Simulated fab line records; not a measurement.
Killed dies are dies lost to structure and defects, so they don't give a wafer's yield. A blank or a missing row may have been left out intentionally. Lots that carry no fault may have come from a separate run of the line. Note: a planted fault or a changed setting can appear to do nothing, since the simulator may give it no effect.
fab line records	flow sky130
record lots=11	wafers=33	lastDay=50
route steps=708 shown NWELL@64 VT_ADJUST_PCH@150 POLY_CUT@317 SD_P@327 PAD_OPEN@708
lots untouched by any fault: they come from a run of this same line in which no faults occurred
startH: hours from the record's opening day to when the first of the lot's shown wafers began	waitH: hours elapsed since this lot's preceding step	" the same as in the row above	L1.1+2: several wafers, shown together as one row	- no value, or no start given	* or withheld: withheld	< > ~ a bound
route shown NAME@n: a module of which the file shows steps, and the number in the route of the first	usual: average and standard deviation across the fault-free wafers	same: alike in all rows	chamber/n: place in a boat	sites: each site's reading	_std_site: how widely they spread, as a standard deviation	_edge_site: inner sites' mean taken away from outer sites' mean	radiusMm: for every site, how far away it sits from the centre of the wafer	mask NAME#n: copy n	behind: the tool/chamber that last shaped the wafer	hold: what put the lot on hold/how long, in hours/how the hold closed	device: the n, p or np transistor that did not switch	end of line: the same wafers' tests at the end of the route	a step given without rows: its recipe and nothing more	killed: not the wafer's yield, but the dies lost to structure and defects at the first sort	map: a wafer's dies, marking killed ones x, the rest . and places with no die _
set.NAME: the setting as run; set.NAME@STEP: as run at that earlier step	model.NAME: the simulator's own value behind a step, which no gauge read
route steps across a sampled set of lots; one table per step, one row per wafer
services: when a tool's chamber went out of use (startH, in hours from the record's first day, below 0 if earlier), for how many hours, and the reason
## steps
# step SKY_NWELL_IMPLANT_11
# recipe species=P	energyKev=400	doseCm2=1.9e+13	tiltDeg=withheld
# usual beamOnS=9.99/0.2	doseIonsCm2=1.8994e+13/2.1e+10	faradayCurrentUA=107.3/2.1
lot.wafer	tool	chamber	startH	waitH	beamOnS	doseIonsCm2	faradayCurrentUA
L539.3	implanter-04	0	98.07	0.1	10.19	1.901e+13	105.0
L539.4	"	0	"	"	10.00	1.9007e+13	106.9
L539.6	"	0	"	"	10.01	1.8988e+13	107.2
L540.2	implanter-02	0	102.12	0.0	10.05	1.8999e+13	106.9
L540.3	"	0	"	"	10.02	1.8974e+13	106.6
L540.6	"	0	"	"	10.12	1.8999e+13	106.1
L541.1	implanter-04	0	108.80	0.0	10.08	1.8985e+13	106.1
L541.5	"	0	"	"	9.45	1.8976e+13	112.8
L541.6	"	0	"	"	10.00	1.8972e+13	107.0
L542.1	implanter-03	0	112.90	0.0	10.10	1.9016e+13	106.2
L542.2	"	0	"	"	9.67	1.8998e+13	110.6
L542.3	"	0	"	"	10.14	1.8979e+13	105.3
L544.3	implanter-02	0	131.21	0.1	9.79	1.9001e+13	109.4
L544.5	"	0	"	"	9.90	1.8972e+13	108.0
L544.6	"	0	"	"	9.98	1.9001e+13	107.3
L547.1	implanter-04	0	148.00	0.0	10.08	1.8994e+13	106.0
L547.2	"	0	"	"	9.85	1.9008e+13	108.7
L547.5	"	0	"	"	9.75	1.9004e+13	110.2
L553.1	implanter-04	0	180.77	0.0	10.20	2.8349e+13	155.6
L553.3	"	0	"	"	10.35	2.834e+13	153.2
L553.4	"	0	"	"	10.50	2.8333e+13	152.4
L555.2	implanter-02	0	189.65	0.0	9.88	1.9e+13	108.6
L555.3	"	0	"	"	10.14	1.9024e+13	105.6
L555.5	"	0	"	"	10.09	1.9015e+13	105.5
L556.1	implanter-04	0	196.87	0.0	10.68	2.8368e+13	149.8
L556.2	"	0	"	"	10.45	2.8314e+13	154.0
L556.4	"	0	"	"	10.78	2.8336e+13	148.4
L559.2	implanter-03	0	213.37	0.0	9.92	1.9039e+13	107.8
L559.4	"	0	"	"	9.72	1.8994e+13	109.7
L559.5	"	0	"	"	10.05	1.903e+13	106.4
L560.1	implanter-02	0	227.41	0.0	9.71	1.9e+13	110.0
L560.3	"	0	"	"	9.78	1.8984e+13	109.4
L560.4	"	0	"	"	9.73	1.8995e+13	109.8
# step SKY_NWELL_TW_MEAS_15
# usual NWELL_TW=1822/26
lot.wafer	tool	chamber	startH	waitH	hold	NWELL_TW
L539.3	filmMetro-03	-	98.59	0.1	-	1848
L539.4	"	-	"	"	-	1846
L539.6	"	-	"	"	-	1838
L540.2	filmMetro-03	-	102.66	0.1	-	1855
L540.3	"	-	"	"	-	1851
L540.6	"	-	"	"	-	1847
L541.1	filmMetro-01	-	109.35	0.1	-	1801
L541.5	"	-	"	"	-	1787
L541.6	"	-	"	"	-	1803
L542.1	filmMetro-02	-	113.45	0.1	-	1840
L542.2	"	-	"	"	-	1834
L542.3	"	-	"	"	-	1825
L544.3	filmMetro-03	-	131.73	0.1	-	1849
L544.5	"	-	"	"	-	1845
L544.6	"	-	"	"	-	1848
L547.1	filmMetro-03	-	148.55	0.1	-	1849
L547.2	"	-	"	"	-	1864
L547.5	"	-	"	"	-	1862
L553.1	filmMetro-03	-	181.32	0.1	awaitDispo/0.2h/release	2088
L553.3	"	-	"	"	awaitDispo/0.2h/release	2084
L553.4	"	-	"	"	awaitDispo/0.2h/release	2086
L553.1	filmMetro-03	-	181.57	0.2	-	2087
L553.3	"	-	"	"	-	2085
L553.4	"	-	"	"	-	2084
L555.2	filmMetro-03	-	190.18	0.1	-	1844
L555.3	"	-	"	"	-	1854
L555.5	"	-	"	"	-	1854
L556.1	filmMetro-01	-	197.42	0.1	awaitDispo/0.2h/release	2026
L556.2	"	-	"	"	awaitDispo/0.2h/release	2020
L556.4	"	-	"	"	awaitDispo/0.2h/release	2019
L556.1	filmMetro-01	-	197.65	0.2	-	2011
L556.2	"	-	"	"	-	2021
L556.4	"	-	"	"	-	2023
L559.2	filmMetro-03	-	213.91	0.1	-	1849
L559.4	"	-	"	"	-	1837
L559.5	"	-	"	"	-	1841
L560.1	filmMetro-01	-	227.96	0.1	-	1799
L560.3	"	-	"	"	-	1807
L560.4	"	-	"	"	-	1795
# step SKY_NWELL_RS_MEAS_29
# recipe thkMeasGauge=four-point-probe
# usual NWELL_RS=624.6/1.9
lot.wafer	tool	chamber	startH	waitH	hold	NWELL_RS[ohm/sq]
L539.3	filmMetro-01	-	116.75	0.1	-	627.7
L539.4	"	-	"	"	-	627.4
L539.6	"	-	"	"	-	628.4
L540.2	filmMetro-03	-	121.29	0.1	-	625.1
L540.3	"	-	"	"	-	622.8
L540.6	"	-	"	"	-	622.5
L541.1	filmMetro-03	-	127.78	0.1	-	626.0
L541.5	"	-	"	"	-	625.1
L541.6	"	-	"	"	-	625.7
L542.1	filmMetro-02	-	132.06	0.1	-	620.7
L542.2	"	-	"	"	-	623.2
L542.3	"	-	"	"	-	621.8
L544.3	filmMetro-01	-	151.97	0.1	-	625.2
L544.5	"	-	"	"	-	625.2
L544.6	"	-	"	"	-	626.2
L547.1	filmMetro-02	-	169.42	0.1	-	623.9
L547.2	"	-	"	"	-	625.5
L547.5	"	-	"	"	-	625.2
L553.1	filmMetro-03	-	202.23	0.1	awaitDispo/0.2h/release	502.5
L553.3	"	-	"	"	awaitDispo/0.2h/release	502.7
L553.4	"	-	"	"	awaitDispo/0.2h/release	503.2
L553.1	filmMetro-03	-	202.59	0.3	-	503.0
L553.3	"	-	"	"	-	504.1
L553.4	"	-	"	"	-	503.5
L555.2	filmMetro-02	-	211.83	0.1	-	622.5
L555.3	"	-	"	"	-	622.1
L555.5	"	-	"	"	-	624.1
L556.1	filmMetro-03	-	219.41	0.1	awaitDispo/0.2h/release	504.6
L556.2	"	-	"	"	awaitDispo/0.2h/release	504.8
L556.4	"	-	"	"	awaitDispo/0.2h/release	503.2
L556.1	filmMetro-03	-	219.77	0.3	-	504.8
L556.2	"	-	"	"	-	504.9
L556.4	"	-	"	"	-	503.2
L559.2	filmMetro-03	-	236.90	0.1	-	623.5
L559.4	"	-	"	"	-	623.4
L559.5	"	-	"	"	-	624.4
L560.1	filmMetro-01	-	251.36	0.1	-	625.6
L560.3	"	-	"	"	-	623.3
L560.4	"	-	"	"	-	626.0
# step SKY_VT_ADJUST_PCH_OVL_MEAS_07
# usual VT_ADJUST_PCH_OVL=0.9/1.4
lot.wafer	tool	chamber	startH	waitH	VT_ADJUST_PCH_OVL[nm]
L539.3	overlay-02	-	244.00	-	-1.4
L539.4	"	-	"	"	-1.7
L539.6	"	-	"	"	-0.5
L540.2	overlay-02	-	251.24	-	2.6
L540.3	"	-	"	"	3.0
L540.6	"	-	"	"	1.3
L541.1	overlay-02	-	254.42	-	3.0
L541.5	"	-	"	"	2.2
L541.6	"	-	"	"	1.7
L542.1	overlay-02	-	261.87	-	0.4
L542.2	"	-	"	"	0.5
L542.3	"	-	"	"	0.4
L544.3	overlay-02	-	287.58	-	0.3
L544.5	"	-	"	"	1.3
L544.6	"	-	"	"	1.1
L547.1	overlay-02	-	308.52	-	3.9
L547.2	"	-	"	"	3.1
L547.5	"	-	"	"	3.3
L555.2	overlay-01	-	360.36	-	-1.5
L555.3	"	-	"	"	-0.3
L555.5	"	-	"	"	-1.1
L559.2	overlay-01	-	393.77	-	0.4
L559.4	"	-	"	"	-0.4
L559.5	"	-	"	"	1.1
L560.1	overlay-01	-	412.44	-	0.8
L560.3	"	-	"	"	0.4
L560.4	"	-	"	"	0.4
# step SKY_POLY_CUT_ETCH_10
# recipe chemistry=N2/H2	target=BARC	ionEnergyEv=200	sourceW=500	biasW=100	pressureMtorr=30	n2FlowSccm=100	h2FlowSccm=200	stopOn=SiO2	timeS=45.9	targetDepthA=600
# usual drypumpMotorCurrentA=5.79/0.25	oesProductAu=0.855/0.0047	throttleValvePct=13.225/0.0098
lot.wafer	tool	chamber	startH	waitH	drypumpMotorCurrentA	oesProductAu	rfHoursCounterH	throttleValvePct
L539.3	rieDiel-01	1	579.54	0.0	5.43	0.856	78	13.215
L539.4	"	0	"	"	6.12	0.852	17	13.212
L539.6	"	3	"	"	6.01	0.851	-	13.224
L540.2	rieDiel-04	0	594.02	0.0	5.71	0.854	2	13.236
L540.3	"	3	"	"	6.02	0.851	7	13.221
L540.6	"	2	"	"	5.77	0.852	-	13.226
L541.1	rieDiel-01	2	594.19	0.0	5.70	0.852	12	13.225
L541.5	"	0	"	"	6.10	0.855	-	13.222
L541.6	"	2	"	"	5.68	0.860	-	13.243
L542.1	rieDiel-01	1	604.51	0.0	5.46	0.856	0	13.228
L542.2	"	0	"	"	6.10	0.851	18	13.246
L542.3	"	2	"	"	5.67	0.856	12	13.211
L544.3	rieDiel-03	0	624.34	0.0	5.91	0.862	7	13.239
L544.5	"	1	"	"	5.42	0.859	-	13.208
L544.6	"	0	"	"	5.91	0.853	-	13.226
L547.1	rieDiel-01	1	671.46	0.0	5.45	0.862	2	13.210
L547.2	"	3	"	"	5.99	0.855	1	13.228
L547.5	"	3	"	"	6.01	0.851	-	13.225
L555.2	rieDiel-01	1	705.62	0.0	5.43	0.863	3	13.223
L555.3	"	0	"	"	6.12	0.856	21	13.214
L555.5	"	0	"	"	6.12	0.866	-	13.211
L559.2	rieDiel-01	1	739.89	0.0	5.43	0.849	4	13.216
L559.4	"	0	"	"	6.16	0.847	22	13.227
L559.5	"	0	"	"	6.12	0.852	-	13.241
L560.1	rieDiel-01	3	762.76	0.0	5.99	0.857	4	13.218
L560.3	"	2	"	"	5.70	0.855	17	13.226
L560.4	"	1	"	"	5.45	0.852	5	13.232
# step SKY_SD_P_CD_MEAS_07
# recipe targetCdNm=380
# usual cdNm=380.4/2.5
lot.wafer	tool	chamber	startH	waitH	cdNm
L539.3	cdSem-01	-	607.57	0.1	376.7
L539.4	"	-	"	"	377.1
L539.6	"	-	"	"	375.6
L540.2	cdSem-01	-	622.43	0.1	384.6
L540.3	"	-	"	"	383.6
L540.6	"	-	"	"	385.9
L541.1	cdSem-01	-	623.31	0.1	381.2
L541.5	"	-	"	"	381.0
L541.6	"	-	"	"	379.9
L542.1	cdSem-01	-	633.96	0.1	378.5
L542.2	"	-	"	"	377.2
L542.3	"	-	"	"	378.5
L544.3	cdSem-01	-	652.81	0.1	381.8
L544.5	"	-	"	"	385.4
L544.6	"	-	"	"	382.8
L547.1	cdSem-01	-	699.42	0.1	377.5
L547.2	"	-	"	"	376.6
L547.5	"	-	"	"	378.7
L555.2	cdSem-01	-	733.55	0.1	379.0
L555.3	"	-	"	"	379.3
L555.5	"	-	"	"	381.5
L559.2	cdSem-02	-	767.33	0.1	377.1
L559.4	"	-	"	"	377.7
L559.5	"	-	"	"	376.2
L560.1	cdSem-02	-	789.94	0.1	383.7
L560.3	"	-	"	"	384.3
L560.4	"	-	"	"	382.4
# step SKY_PAD_OPEN_PROBE_99
# usual defectLimitedYield=82.5/1.8	killed_at_M0_to_M3=43/6.5	killed_at_M4_up=3/1.7	killedAtContacts=25/5.1	killedAtFrontEnd=15/3.8	killedAtOther=0.2/0.45	killedDies=86/8.8	killedOpen=47/6.7	killedShort=39/6	sort_bin_3_pad_short=0.9/0.46	sort_bin_5_function=10.2/1.4	sort_bin_6_memory=6.4/1	sortNPass=406/8.8	sortYieldPct=82.5/1.8
# same grossDies=492	killedAtBackSide=0	sort_bin_4_leakage[%]=0	sort_bin_8_speed[%]=0
lot.wafer	tool	chamber	startH	waitH	defectLimitedYield[%]	killed_at_M0_to_M3	killed_at_M4_up	killedAtContacts	killedAtFrontEnd	killedAtOther	killedDies	killedOpen	killedShort	sort_bin_3_pad_short[%]	sort_bin_5_function[%]	sort_bin_6_memory[%]	sortNPass	sortYieldPct[%]
L540.2	prober-01	-	1101.58	0.1	82.9	48	1	18	17	0	84	43	41	0.8	8.7	7.5	408	82.9
L540.3	prober-01	-	1101.63	0.2	82.3	51	4	19	13	0	87	45	42	0.2	11.4	6.1	405	82.3
L540.6	prober-01	-	1101.78	0.2	80.3	40	3	32	22	0	97	56	41	0.8	11.2	7.7	395	80.3
L544.3	prober-01	-	1124.35	0.2	81.9	50	1	28	10	0	89	47	42	1.6	9.8	6.7	403	81.9
L544.5	prober-01	-	1124.45	0.2	82.7	44	0	25	16	0	85	42	43	1.2	9.6	6.5	407	82.7
L544.6	prober-01	-	1124.50	0.2	83.5	48	1	22	10	0	81	49	32	0	9.8	6.7	411	83.5
L547.1	prober-01	-	1154.99	0.1	80.3	48	3	29	17	0	97	62	35	0.6	13.2	5.9	395	80.3
L547.2	prober-01	-	1155.04	0.1	81.3	34	6	33	18	1	92	52	40	0.8	11.6	6.3	400	81.3
L547.5	prober-01	-	1155.19	0.2	82.5	46	3	22	15	0	86	41	45	1.8	8.9	6.7	406	82.5
L559.2	prober-02	-	1198.01	0.1	82.1	45	2	22	19	0	88	35	53	0.4	12.4	5.1	404	82.1
L559.4	prober-02	-	1198.11	0.2	80.5	59	2	21	13	1	96	50	46	0.8	10.4	8.3	396	80.5
L559.5	prober-02	-	1198.16	0.2	82.5	38	2	24	22	0	86	50	36	0.8	11.0	5.7	406	82.5
# killed by level:class
L540.2 VIA1:geometricParticle:open=13 METAL2:geometricParticle:short=10 LI_CONTACT:geometricParticle:open=7 VIA1:geometricParticle:short=6 VIA2:geometricParticle:open=6 POLY_GATE:geometricParticle:open=5 VIA3:geometricParticle:open=5 LOCAL_INTERCONNECT:geometricParticle:short=4
L540.3 VIA1:geometricParticle:open=14 METAL1:geometricParticle:short=9 CONTACT:geometricParticle:open=8 FIELD_ISO:geometricParticle:short=6 VIA2:geometricParticle:open=6 METAL2:geometricParticle:short=6 VIA3:geometricParticle:open=5 LOCAL_INTERCONNECT:geometricParticle:short=4
L540.6 VIA1:geometricParticle:open=12 LI_CONTACT:geometricParticle:open=9 CONTACT:geometricParticle:open=8 FIELD_ISO:geometricParticle:open=6 POLY_GATE:geometricParticle:short=6 LOCAL_INTERCONNECT:geometricParticle:short=6 VIA1:geometricParticle:short=5 POLY_GATE:geometricParticle:open=4
L544.3 CONTACT:geometricParticle:open=16 VIA1:geometricParticle:open=7 VIA1:geometricParticle:short=6 METAL2:geometricParticle:short=5 METAL1:geometricParticle:short=5 VIA2:geometricParticle:open=5 VIA3:geometricParticle:open=5 POLY_GATE:geometricParticle:short=4
L544.5 CONTACT:geometricParticle:open=12 VIA1:geometricParticle:short=7 VIA2:geometricParticle:open=6 METAL2:geometricParticle:short=6 LI_CONTACT:geometricParticle:open=5 METAL1:geometricParticle:short=5 VIA3:geometricParticle:open=5 VIA3:geometricParticle:short=5
L544.6 CONTACT:geometricParticle:open=13 VIA1:geometricParticle:open=12 VIA3:geometricParticle:open=8 VIA1:geometricParticle:short=6 METAL2:geometricParticle:short=6 FIELD_ISO:geometricParticle:open=5 VIA2:geometricParticle:open=5 METAL1:geometricParticle:short=4
L547.1 CONTACT:geometricParticle:open=11 LI_CONTACT:geometricParticle:open=8 METAL1:geometricParticle:short=8 VIA1:geometricParticle:open=8 VIA3:geometricParticle:open=8 POLY_GATE:geometricParticle:open=7 VIA1:geometricParticle:short=6 METAL2:geometricParticle:short=5
L547.2 LI_CONTACT:geometricParticle:open=12 POLY_GATE:geometricParticle:open=6 VIA1:geometricParticle:open=6 CONTACT:geometricParticle:short=6 CONTACT:geometricParticle:open=6 METAL4:geometricParticle:short=5 VIA2:geometricParticle:open=5 VIA1:geometricParticle:short=5
L547.5 VIA1:geometricParticle:open=11 VIA2:geometricParticle:short=8 FIELD_ISO:geometricParticle:short=7 CONTACT:geometricParticle:open=7 VIA1:geometricParticle:short=6 LI_CONTACT:geometricParticle:open=5 VIA2:geometricParticle:open=5 LOCAL_INTERCONNECT:geometricParticle:short=4
L559.2 FIELD_ISO:geometricParticle:short=9 METAL2:geometricParticle:short=9 VIA1:geometricParticle:open=8 LOCAL_INTERCONNECT:geometricParticle:short=7 METAL1:geometricParticle:short=7 CONTACT:geometricParticle:open=6 CONTACT:geometricParticle:short=5 VIA1:geometricParticle:short=4
L559.4 VIA1:geometricParticle:open=20 VIA2:geometricParticle:open=8 LOCAL_INTERCONNECT:geometricParticle:short=7 VIA1:geometricParticle:short=6 METAL1:geometricParticle:short=5 LI_CONTACT:geometricParticle:open=5 VIA2:geometricParticle:short=5 CONTACT:geometricParticle:open=4
L559.5 CONTACT:geometricParticle:open=12 VIA1:geometricParticle:open=9 LI_CONTACT:geometricParticle:open=8 METAL2:geometricParticle:short=8 FIELD_ISO:geometricParticle:short=6 METAL1:geometricParticle:short=6 POLY_GATE:geometricParticle:open=4 VIA3:geometricParticle:open=4
## services
tool	chamber	startH	hours	kind
implanter-02	-	147.51	7.2	pm
implanter-02	-	200.20	6.6	repair
rieDiel-01	-	217.32	2.8	pm
rieDiel-01	-	222.38	0.9	repair
implanter-04	-	308.47	5.9	repair
implanter-04	-	314.34	3.2	pm
rieDiel-01	1	329.38	4.2	repair
implanter-04	-	368.90	12.1	repair
implanter-04	-	381.03	5.0	pm
rieDiel-01	-	392.88	0.9	repair
rieDiel-01	0	393.60	6.6	repair
implanter-04	-	431.64	1.4	repair
rieDiel-01	0	431.86	1.2	repair
rieDiel-01	3	439.76	9.4	repair
rieDiel-01	-	470.90	0.7	repair
rieDiel-01	2	499.00	3.1	repair
implanter-04	-	521.45	6.0	repair
rieDiel-01	3	589.79	15.5	repair
rieDiel-01	1	606.37	4.0	repair
rieDiel-01	3	643.17	10.5	repair
rieDiel-01	0	699.52	3.4	repair
rieDiel-01	0	707.70	3.1	repair
implanter-04	-	716.35	2.4	repair
implanter-04	-	722.90	3.1	repair
## key
firstSign step=SKY_NWELL_IMPLANT_11	reading=doseIonsCm2	direction=up	sigmas=99+	usual=*	struck=*
effect step=SKY_NWELL_IMPLANT_11	reading=faradayCurrentUA	direction=up	sigmas=21	usual=107.3	struck=152.2
effect step=SKY_NWELL_TW_MEAS_15	reading=visit	direction=added
effect step=SKY_NWELL_TW_MEAS_15	reading=NWELL_TW	direction=up	sigmas=9	usual=1822	struck=2054
effect step=SKY_NWELL_RS_MEAS_29	reading=visit	direction=added
effect step=SKY_NWELL_RS_MEAS_29	reading=NWELL_RS	direction=down	sigmas=64	usual=624.6	struck=503.5
metAt SKY_NWELL_IMPLANT_11
struckLots L553,L556
scrappedBehind SKY_NWELL_RS_MEAS_29 L553.1,L553.3,L553.4,L556.1,L556.2,L556.4
notActingAt SKY_VT_ADJUST_PCH_OVL_MEAS_07,SKY_POLY_CUT_ETCH_10,SKY_SD_P_CD_MEAS_07
onsetBetween 148.00 180.77
fault kind=processParameterDrift	tool=implanter-04	chamber=-	onsetH=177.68	steps=SKY_NWELL_IMPLANT_11	channel=doseCm2	offset=*	shape=step	endH=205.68	actsIn=*	stated=*
